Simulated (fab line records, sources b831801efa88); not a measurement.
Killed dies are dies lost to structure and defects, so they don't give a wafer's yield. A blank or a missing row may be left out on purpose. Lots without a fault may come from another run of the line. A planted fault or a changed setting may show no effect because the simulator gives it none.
fab line records | flow sky130 | part 1 of 2: steps 1 to 28 of 39
record lots=5 wafers=15 last_day=48
route steps=708 shown VT_ADJUST_HVTR@140 VT_ADJUST_PCH@143 SONOS_TUNNEL@154 SONOS_ONO@168
lots that met no fault: from a run of the same line without faults
start_h: hours from the record's first day to the start of the lot's first wafer shown | wait_h: hours since the lot's step before | " the same as in the row above | L1.1+2: a row that stands for several wafers | - no value, or no start given | * or withheld: withheld | < > ~ a bound
route shown NAME@n: a module of which the file shows steps, and the number in the route of the first | usual: mean/standard deviation of fault-free wafers | same: alike in all rows | chamber/n: place in a boat | sites: the reading at each site | _std_site: their standard deviation | _edge_site: outer sites' mean less inner sites' | radius_mm: how far each site lies from the wafer's centre | mask NAME#n: copy n | behind: the tool/chamber that last shaped the wafer | hold: why the lot was held/for how many hours/how that ended | device: the transistor (n, p or np) that didn't switch | end of line: the same wafers' tests at the end of the route | a step without rows: its recipe alone | killed: dies lost to structure and defects at the first sort, not the wafer's yield | map: a wafer's dies, x killed, . not, _ none there
set.NAME: the setting as run; set.NAME@STEP: as run at that earlier step | model.NAME: the simulator's own value behind a step, which no gauge read
lots at some steps of the route; a table a step, a row a wafer
services: from which hour (start_h, from the record's first day; less than 0 if before it) a tool's chamber was out of use, for how many hours, and why
## steps
# step SKY_VT_ADJUST_HVTR_IMPLANT_09
# recipe species=B energy_kev=10 dose_cm2=2.1e+12 tilt_deg=withheld
# usual faraday_current_uA=11.81/0.23
# columns lot.wafer tool chamber start_h wait_h faraday_current_uA
L077.4 implanter-03 0 225.22 0.1 11.80
L077.5 " 0 " " 11.48
L077.6 " 0 " " 11.75
L079.1 implanter-03 0 240.11 0.0 11.81
L079.4 " 0 " " 11.57
L079.5 " 0 " " 12.08
L080.1 implanter-01 0 243.11 0.0 11.61
L080.2 " 0 " " 11.81
L080.6 " 0 " " 11.86
L081.3 implanter-03 0 255.24 0.1 11.45
L081.4 " 0 " " 11.57
L081.5 " 0 " " 11.85
L089.1 implanter-01 0 311.39 0.0 12.28
L089.3 " 0 " " 11.85
L089.5 " 0 " " 12.08
# step SKY_VT_ADJUST_HVTR_STRIP_10
# recipe chemistry=O2/N2 power_w=1400 pressure_mtorr=1500 platen_temp_c=withheld o2_flow_sccm=3000 n2_flow_sccm=300 overash_fraction=0.5
# usual chamber_pressure_mTorr=1499.9/1.3 drypump_motor_current_A=5.9/0.51 oes_product_au=0.715/0.0046 strip_time_to_endpoint_s=14.20/0.041
# columns lot.wafer tool chamber start_h wait_h chamber_pressure_mTorr drypump_motor_current_A oes_product_au rf_hours_counter_h strip_time_to_endpoint_s
L077.4 plasma_asher-04 1 225.33 0.1 1501.3 5.1 0.721 - 14.15
L077.5 " 1 " " 1500.4 5.1 0.714 - 14.14
L077.6 " 0 " " 1499.5 6.2 0.717 - 14.17
L079.1 plasma_asher-03 1 240.26 0.1 1499.6 6.4 0.716 34 14.18
L079.4 " 1 " " 1501.2 6.5 0.707 - 14.15
L079.5 " 0 " " 1500.6 5.5 0.721 - 14.14
L080.1 plasma_asher-03 1 243.26 0.1 1499.9 6.5 0.719 34 14.17
L080.2 " 0 " " 1499.6 5.5 0.724 34 14.15
L080.6 " 1 " " 1497.5 6.5 0.726 - 14.15
L081.3 plasma_asher-04 1 255.38 0.1 1500.1 5.1 0.715 - 14.18
L081.4 " 0 " " 1500.7 6.2 0.719 - 14.22
L081.5 " 1 " " 1500.3 5.1 0.718 - 14.18
L089.1 plasma_asher-03 1 311.54 0.1 1501.5 6.5 0.715 41 14.24
L089.3 " 0 " " 1497.9 5.5 0.720 - 14.22
L089.5 " 0 " " 1499.7 5.5 0.717 - 14.16
# step SKY_VT_ADJUST_HVTR_TW_MEAS_11
# usual VT_ADJUST_HVTR_TW=210.9/1.1
# columns lot.wafer tool chamber start_h wait_h VT_ADJUST_HVTR_TW
L077.4 film_metro-03 - 225.42 0.1 211.6
L077.5 " - " " 210.4
L077.6 " - " " 210.0
L079.1 film_metro-03 - 240.36 0.1 211.2
L079.4 " - " " 210.7
L079.5 " - " " 212.6
L080.1 film_metro-03 - 243.36 0.1 211.9
L080.2 " - " " 211.4
L080.6 " - " " 211.7
L081.3 film_metro-01 - 255.46 0.1 211.1
L081.4 " - " " 212.0
L081.5 " - " " 211.8
L089.1 film_metro-01 - 311.64 0.1 211.3
L089.3 " - " " 209.4
L089.5 " - " " 209.8
# step SKY_VT_ADJUST_PCH_DEHYDRATE_00
# recipe temp_c=200 time_s=60
# usual heater_power_total_W=160.39/0.12
# columns lot.wafer tool chamber start_h wait_h heater_power_total_W
L077.4 litho_track-02 0 236.74 11.3 160.25
L077.5 " 0 " " 160.44
L077.6 " 0 " " 160.33
L079.1 litho_track-01 0 251.00 10.6 160.40
L079.4 " 0 " " 160.29
L079.5 " 0 " " 160.47
L080.1 litho_track-03 0 254.09 10.7 160.50
L080.2 " 0 " " 160.25
L080.6 " 0 " " 160.52
L081.3 litho_track-01 0 266.40 10.9 160.41
L081.4 " 0 " " 160.29
L081.5 " 0 " " 160.41
L089.1 litho_track-03 0 323.74 12.1 160.52
L089.3 " 0 " " 160.44
L089.5 " 0 " " 160.30
# step SKY_VT_ADJUST_PCH_HMDS_01
# recipe prime_time_s=60 prime_temp_c=120
# columns lot.wafer tool chamber start_h wait_h
L077.4+5+6 litho_track-02 0 236.89 0.1
L079.1+4+5 litho_track-01 0 251.15 0.1
L080.1+2+6 litho_track-03 0 254.24 0.1
L081.3+4+5 litho_track-01 0 266.55 0.1
L089.1+3+5 litho_track-03 0 323.89 0.1
# step SKY_VT_ADJUST_PCH_COAT_02
# recipe spin_rpm=2000 resist_thk_nm=3000
# columns lot.wafer tool chamber start_h wait_h
L077.4+5+6 litho_track-02 0 237.04 0.1
L079.1+4+5 litho_track-01 0 251.30 0.1
L080.1+2+6 litho_track-03 0 254.39 0.1
L081.3+4+5 litho_track-01 0 266.70 0.1
L089.1+3+5 litho_track-03 0 324.04 0.1
# step SKY_VT_ADJUST_PCH_SOFTBAKE_03
# recipe temp_c=110 time_s=withheld
# usual heater_power_total_W=65.31/0.14
# columns lot.wafer tool chamber start_h wait_h heater_power_total_W
L077.4 litho_track-02 0 237.22 0.1 65.11
L077.5 " 0 " " 65.20
L077.6 " 0 " " 65.17
L079.1 litho_track-01 0 251.45 0.1 65.17
L079.4 " 0 " " 65.42
L079.5 " 0 " " 65.31
L080.1 litho_track-03 0 254.54 0.1 65.27
L080.2 " 0 " " 65.51
L080.6 " 0 " " 65.25
L081.3 litho_track-01 0 266.87 0.1 65.35
L081.4 " 0 " " 65.21
L081.5 " 0 " " 65.13
L089.1 litho_track-03 0 324.19 0.1 65.54
L089.3 " 0 " " 65.18
L089.5 " 0 " " 65.20
# step SKY_VT_ADJUST_PCH_EXPOSE_04
# recipe mask_id=NWM na=0.6 source_shape=conventional sigma_outer=0.6 polarization=unpolarized target_cd_nm=840 dose_mj=255
# usual focus_offset_nm=0.1/0.53
# same sigma_outer=0.6
# columns lot.wafer tool chamber start_h wait_h mask focus_offset_nm
L077.4 iline_stepper-02 0 - - NWM#0 -0.4
L077.5 " 0 " " NWM#0 -0.5
L077.6 " 0 " " NWM#0 0.6
L079.1 iline_stepper-01 0 - - NWM#0 0.4
L079.4 " 0 " " NWM#0 0.0
L079.5 " 0 " " NWM#0 0.7
L080.1 iline_stepper-01 0 - - NWM#0 -0.3
L080.2 " 0 " " NWM#0 0.1
L080.6 " 0 " " NWM#0 -0.1
L081.3 iline_stepper-01 0 - - NWM#0 0.7
L081.4 " 0 " " NWM#0 0.7
L081.5 " 0 " " NWM#0 0.3
L089.1 iline_stepper-01 0 - - NWM#0 0.1
L089.3 " 0 " " NWM#0 0.3
L089.5 " 0 " " NWM#0 -0.7
# step SKY_VT_ADJUST_PCH_PEB_05
# recipe temp_c=115 time_s=withheld
# usual heater_power_total_W=69.32/0.12
# columns lot.wafer tool chamber start_h wait_h heater_power_total_W
L077.4 litho_track-02 0 - - 69.40
L077.5 " 0 " " 69.17
L077.6 " 0 " " 69.13
L079.1 litho_track-03 0 - - 69.47
L079.4 " 0 " " 69.15
L079.5 " 0 " " 69.06
L080.1 litho_track-03 0 - - 69.55
L080.2 " 0 " " 69.41
L080.6 " 0 " " 69.17
L081.3 litho_track-02 0 - - 69.20
L081.4 " 0 " " 69.10
L081.5 " 0 " " 69.47
L089.1 litho_track-02 0 - - 69.11
L089.3 " 0 " " 69.21
L089.5 " 0 " " 69.16
# step SKY_VT_ADJUST_PCH_DEVELOP_06
# recipe wall_angle_deg=90 developer=TMAH develop_time_s=58.84 dev_temp_c=23
# same develop_time_s=58.84
# columns lot.wafer tool chamber start_h wait_h
L077.4+5+6 litho_track-02 0 - -
L079.1+4+5 litho_track-03 0 - -
L080.1+2+6 litho_track-03 0 - -
L081.3+4+5 litho_track-02 0 - -
L089.1+3+5 litho_track-02 0 - -
# step SKY_VT_ADJUST_PCH_OVL_MEAS_07
# usual VT_ADJUST_PCH_OVL=-0.9/1.5
# columns lot.wafer tool chamber start_h wait_h VT_ADJUST_PCH_OVL[nm]
L077.4 overlay-02 - 247.99 - -0.6
L077.5 " - " " -0.9
L077.6 " - " " -0.6
L079.1 overlay-01 - 263.09 - -1.4
L079.4 " - " " -2.3
L079.5 " - " " -0.7
L080.1 overlay-02 - 266.29 - -2.2
L080.2 " - " " -2.1
L080.6 " - " " -0.8
L081.3 overlay-02 - 277.98 - -2.3
L081.4 " - " " -0.5
L081.5 " - " " -0.9
L089.1 overlay-01 - 337.22 - -1.3
L089.3 " - " " -2.0
L089.5 " - " " -1.8
# step SKY_VT_ADJUST_PCH_IMPLANT_08
# recipe species=B energy_kev=10 dose_cm2=5e+11 tilt_deg=withheld
# usual faraday_current_uA=2.82/0.057
# columns lot.wafer tool chamber start_h wait_h faraday_current_uA
L077.4 implanter-03 0 248.08 0.1 2.86
L077.5 " 0 " " 2.87
L077.6 " 0 " " 2.80
L079.1 implanter-02 0 263.12 0.0 2.76
L079.4 " 0 " " 2.90
L079.5 " 0 " " 2.88
L080.1 implanter-02 0 266.32 0.0 2.82
L080.2 " 0 " " 2.81
L080.6 " 0 " " 2.86
L081.3 implanter-03 0 278.06 0.1 2.86
L081.4 " 0 " " 2.82
L081.5 " 0 " " 2.87
L089.1 implanter-01 0 337.26 0.0 2.76
L089.3 " 0 " " 2.73
L089.5 " 0 " " 2.82
# step SKY_VT_ADJUST_PCH_STRIP_09
# recipe chemistry=O2/N2 power_w=1400 pressure_mtorr=1500 platen_temp_c=withheld o2_flow_sccm=3000 n2_flow_sccm=300 overash_fraction=0.5
# usual chamber_pressure_mTorr=1499.9/1.5 drypump_motor_current_A=5.9/0.51 oes_product_au=0.723/0.0046 strip_time_to_endpoint_s=36.95/0.12
# columns lot.wafer tool chamber start_h wait_h chamber_pressure_mTorr drypump_motor_current_A oes_product_au rf_hours_counter_h strip_time_to_endpoint_s
L077.4 plasma_asher-04 0 248.19 0.1 1499.4 6.1 0.724 - 37.00
L077.5 " 1 " " 1500.7 5.1 0.717 - 36.96
L077.6 " 0 " " 1499.3 6.2 0.724 - 36.91
L079.1 plasma_asher-02 0 263.27 0.1 1499.2 5.4 0.729 58 37.00
L079.4 " 1 " " 1502.8 6.4 0.717 - 36.88
L079.5 " 1 " " 1497.3 6.4 0.722 - 36.90
L080.1 plasma_asher-04 0 266.47 0.1 1501.8 6.2 0.722 62 36.98
L080.2 " 1 " " 1501.3 5.1 0.724 62 37.00
L080.6 " 0 " " 1498.1 6.1 0.722 - 37.01
L081.3 plasma_asher-02 0 278.19 0.1 1499.0 5.4 0.720 - 36.87
L081.4 " 1 " " 1499.6 6.4 0.729 - 36.90
L081.5 " 1 " " 1500.3 6.4 0.725 - 36.72
L089.1 plasma_asher-01 0 337.41 0.1 1497.8 5.5 0.727 22 37.06
L089.3 " 1 " " 1502.6 6.4 0.718 - 37.03
L089.5 " 1 " " 1498.1 6.4 0.721 - 36.94
# step SKY_VT_ADJUST_PCH_TW_MEAS_10
# usual VT_ADJUST_PCH_TW=142.1/1.2
# columns lot.wafer tool chamber start_h wait_h VT_ADJUST_PCH_TW
L077.4 film_metro-02 - 248.29 0.1 140.7
L077.5 " - " " 140.8
L077.6 " - " " 140.8
L079.1 film_metro-01 - 263.37 0.1 143.5
L079.4 " - " " 143.8
L079.5 " - " " 143.6
L080.1 film_metro-04 - 266.57 0.1 142.8
L080.2 " - " " 142.6
L080.6 " - " " 142.8
L081.3 film_metro-02 - 278.28 0.1 140.5
L081.4 " - " " 140.6
L081.5 " - " " 141.2
L089.1 film_metro-04 - 337.51 0.1 143.3
L089.3 " - " " 142.3
L089.5 " - " " 143.1
# step SKY_SONOS_TUNNEL_DEHYDRATE_00
# recipe temp_c=200 time_s=60
# usual heater_power_total_W=160.37/0.12
# columns lot.wafer tool chamber start_h wait_h heater_power_total_W
L077.4 litho_track-02 0 259.84 11.5 160.33
L077.5 " 0 " " 160.49
L077.6 " 0 " " 160.59
L079.1 litho_track-02 0 273.92 10.5 160.30
L079.4 " 0 " " 160.42
L079.5 " 0 " " 160.61
L080.1 litho_track-04 0 277.28 10.7 160.43
L080.2 " 0 " " 160.32
L080.6 " 0 " " 160.45
L081.3 litho_track-03 0 290.14 11.9 160.43
L081.4 " 0 " " 160.56
L081.5 " 0 " " 160.51
L089.1 litho_track-03 0 350.49 13.0 160.38
L089.3 " 0 " " 160.59
L089.5 " 0 " " 160.38
# step SKY_SONOS_TUNNEL_HMDS_01
# recipe prime_time_s=60 prime_temp_c=120
# columns lot.wafer tool chamber start_h wait_h
L077.4+5+6 litho_track-02 0 259.99 0.1
L079.1+4+5 litho_track-02 0 274.07 0.1
L080.1+2+6 litho_track-04 0 277.43 0.1
L081.3+4+5 litho_track-03 0 290.29 0.1
L089.1+3+5 litho_track-03 0 350.64 0.1
# step SKY_SONOS_TUNNEL_COAT_02
# recipe resist=NOVOLAK spin_rpm=3000 resist_thk_nm=1159
# columns lot.wafer tool chamber start_h wait_h
L077.4+5+6 litho_track-02 0 260.14 0.1
L079.1+4+5 litho_track-02 0 274.22 0.1
L080.1+2+6 litho_track-04 0 277.58 0.1
L081.3+4+5 litho_track-03 0 290.44 0.1
L089.1+3+5 litho_track-03 0 350.79 0.1
# step SKY_SONOS_TUNNEL_SOFTBAKE_03
# recipe temp_c=90 time_s=60 resist=NOVOLAK
# usual heater_power_total_W=56.60/0.046
# columns lot.wafer tool chamber start_h wait_h heater_power_total_W
L077.4 litho_track-02 0 260.29 0.1 56.60
L077.5 " 0 " " 56.64
L077.6 " 0 " " 56.66
L079.1 litho_track-02 0 274.37 0.1 56.58
L079.4 " 0 " " 56.65
L079.5 " 0 " " 56.63
L080.1 litho_track-04 0 277.73 0.1 56.56
L080.2 " 0 " " 56.63
L080.6 " 0 " " 56.64
L081.3 litho_track-03 0 290.59 0.1 56.58
L081.4 " 0 " " 56.61
L081.5 " 0 " " 56.61
L089.1 litho_track-03 0 350.94 0.1 56.66
L089.3 " 0 " " 56.66
L089.5 " 0 " " 56.62
# step SKY_SONOS_TUNNEL_EXPOSE_04
# recipe mask_id=TUNM na=0.6 source_shape=conventional sigma_outer=0.6 polarization=unpolarized target_cd_nm=410 dose_mj=136
# usual focus_offset_nm=0.2/0.54
# same sigma_outer=0.6
# columns lot.wafer tool chamber start_h wait_h mask focus_offset_nm
L077.4 iline_stepper-01 0 - - TUNM#0 -0.3
L077.5 " 0 " " TUNM#0 -0.5
L077.6 " 0 " " TUNM#0 -0.7
L079.1 iline_stepper-02 0 - - TUNM#0 0.5
L079.4 " 0 " " TUNM#0 0.2
L079.5 " 0 " " TUNM#0 0.5
L080.1 iline_stepper-01 0 - - TUNM#0 0.0
L080.2 " 0 " " TUNM#0 0.8
L080.6 " 0 " " TUNM#0 0.8
L081.3 iline_stepper-02 0 - - TUNM#0 -0.6
L081.4 " 0 " " TUNM#0 0.4
L081.5 " 0 " " TUNM#0 -0.1
L089.1 iline_stepper-02 0 - - TUNM#0 -0.1
L089.3 " 0 " " TUNM#0 -0.4
L089.5 " 0 " " TUNM#0 0.2
# step SKY_SONOS_TUNNEL_PEB_05
# recipe temp_c=withheld time_s=* resist=NOVOLAK
# columns lot.wafer tool chamber start_h wait_h
L077.4+5+6 litho_track-02 0 - -
L079.1+4+5 litho_track-04 0 - -
L080.1+2+6 litho_track-04 0 - -
L081.3+4+5 litho_track-03 0 - -
L089.1+3+5 litho_track-04 0 - -
# step SKY_SONOS_TUNNEL_DEVELOP_06
# recipe resist=NOVOLAK developer=TMAH develop_time_s=60 dev_temp_c=23
# same develop_time_s=60
# columns lot.wafer tool chamber start_h wait_h
L077.4+5+6 litho_track-02 0 271.09 0.1
L079.1+4+5 litho_track-04 0 286.58 0.1
L080.1+2+6 litho_track-04 0 290.23 0.1
L081.3+4+5 litho_track-03 0 303.44 0.1
L089.1+3+5 litho_track-04 0 364.43 0.1
# step SKY_SONOS_TUNNEL_CD_MEAS_07
# recipe target_cd_nm=410
# usual cd_nm=410.5/2.2
# columns lot.wafer tool chamber start_h wait_h cd_nm
L077.4 cd_sem-02 - 271.23 0.1 413.5
L077.5 " - " " 413.5
L077.6 " - " " 410.4
L079.1 cd_sem-02 - 286.73 0.1 410.9
L079.4 " - " " 411.4
L079.5 " - " " 412.7
L080.1 cd_sem-02 - 290.38 0.1 409.5
L080.2 " - " " 411.6
L080.6 " - " " 410.2
L081.3 cd_sem-02 - 303.58 0.1 409.5
L081.4 " - " " 411.0
L081.5 " - " " 409.0
L089.1 cd_sem-02 - 364.58 0.1 412.4
L089.3 " - " " 413.5
L089.5 " - " " 412.5
# step SKY_SONOS_TUNNEL_OVL_MEAS_08
# usual SONOS_TUNNEL_OVL=0.0/1.3
# columns lot.wafer tool chamber start_h wait_h SONOS_TUNNEL_OVL[nm]
L077.4 overlay-02 - 271.31 0.1 0.5
L077.5 " - " " 1.3
L077.6 " - " " 1.7
L079.1 overlay-02 - 286.85 0.1 -1.1
L079.4 " - " " -1.4
L079.5 " - " " -1.3
L080.1 overlay-01 - 290.50 0.1 -0.9
L080.2 " - " " -1.0
L080.6 " - " " -0.4
L081.3 overlay-01 - 303.67 0.1 0.2
L081.4 " - " " -1.5
L081.5 " - " " -2.3
L089.1 overlay-01 - 364.70 0.1 1.0
L089.3 " - " " 0.8
L089.5 " - " " -0.7
# step SKY_SONOS_TUNNEL_IMPLANT_09
# recipe species=B energy_kev=20 dose_cm2=1e+12 tilt_deg=withheld
# usual faraday_current_uA=5.64/0.11
# columns lot.wafer tool chamber start_h wait_h faraday_current_uA
L077.4 implanter-02 0 271.40 0.1 5.46
L077.5 " 0 " " 5.53
L077.6 " 0 " " 5.64
L079.1 implanter-03 0 286.88 0.0 5.53
L079.4 " 0 " " 5.33
L079.5 " 0 " " 5.70
L080.1 implanter-04 0 290.53 0.0 5.76
L080.2 " 0 " " 5.56
L080.6 " 0 " " 5.58
L081.3 implanter-04 0 303.74 0.1 5.76
L081.4 " 0 " " 5.54
L081.5 " 0 " " 5.53
L089.1 implanter-04 0 364.73 0.0 5.84
L089.3 " 0 " " 5.59
L089.5 " 0 " " 5.79
# step SKY_SONOS_TUNNEL_WET_ETCH_10
# recipe chemistry=dHF target_depth_nm=14 target=SiO2 dilution=100:1 temp_c=25 time_s=280
# columns lot.wafer tool chamber start_h wait_h
L077.4+5+6 wet_bench-01 2 271.48 0.1
L079.1+4+5 wet_bench-03 0 287.03 0.1
L080.1+2+6 wet_bench-03 1 290.68 0.1
L081.3+4+5 wet_bench-03 0 303.84 0.1
L089.1+3+5 wet_bench-04 1 364.88 0.1
# step SKY_SONOS_TUNNEL_STRIP_11
# recipe chemistry=SPM time_s=600 temp_c=130
# columns lot.wafer tool chamber start_h wait_h
L077.4+5+6 wet_bench-03 1 271.56 0.0
L079.1+4+5 wet_bench-04 1 287.12 0.0
L080.1+2+6 wet_bench-04 2 290.77 0.0
L081.3+4+5 wet_bench-01 0 303.93 0.0
L089.1+3+5 wet_bench-01 0 364.97 0.0
# step SKY_SONOS_TUNNEL_TW_MEAS_12
# usual SONOS_TUNNEL_TW=196.8/1.7
# columns lot.wafer tool chamber start_h wait_h SONOS_TUNNEL_TW
L077.4 film_metro-03 - 271.77 0.0 196.3
L077.5 " - " " 196.4
L077.6 " - " " 197.1
L079.1 film_metro-03 - 287.29 0.0 195.7
L079.4 " - " " 196.5
L079.5 " - " " 196.0
L080.1 film_metro-03 - 290.94 0.0 196.9
L080.2 " - " " 196.0
L080.6 " - " " 196.1
L081.3 film_metro-04 - 304.12 0.0 197.5
L081.4 " - " " 197.3
L081.5 " - " " 197.6
L089.1 film_metro-03 - 365.14 0.0 199.8
L089.3 " - " " 198.8
L089.5 " - " " 199.0
# step SKY_SONOS_TUNNEL_CLEAN_13
# recipe chemistry=dHF time_s=20 dilution=100:1 dry=ipa_marangoni
# columns lot.wafer tool chamber start_h wait_h
L077.4+5+6 wet_bench-01 1 271.80 0.0
L079.1+4+5 wet_bench-01 0 287.35 0.1
L080.1+2+6 wet_bench-01 3 291.00 0.1
L081.3+4+5 wet_bench-03 0 304.16 0.0
L089.1+3+5 wet_bench-04 1 365.20 0.1
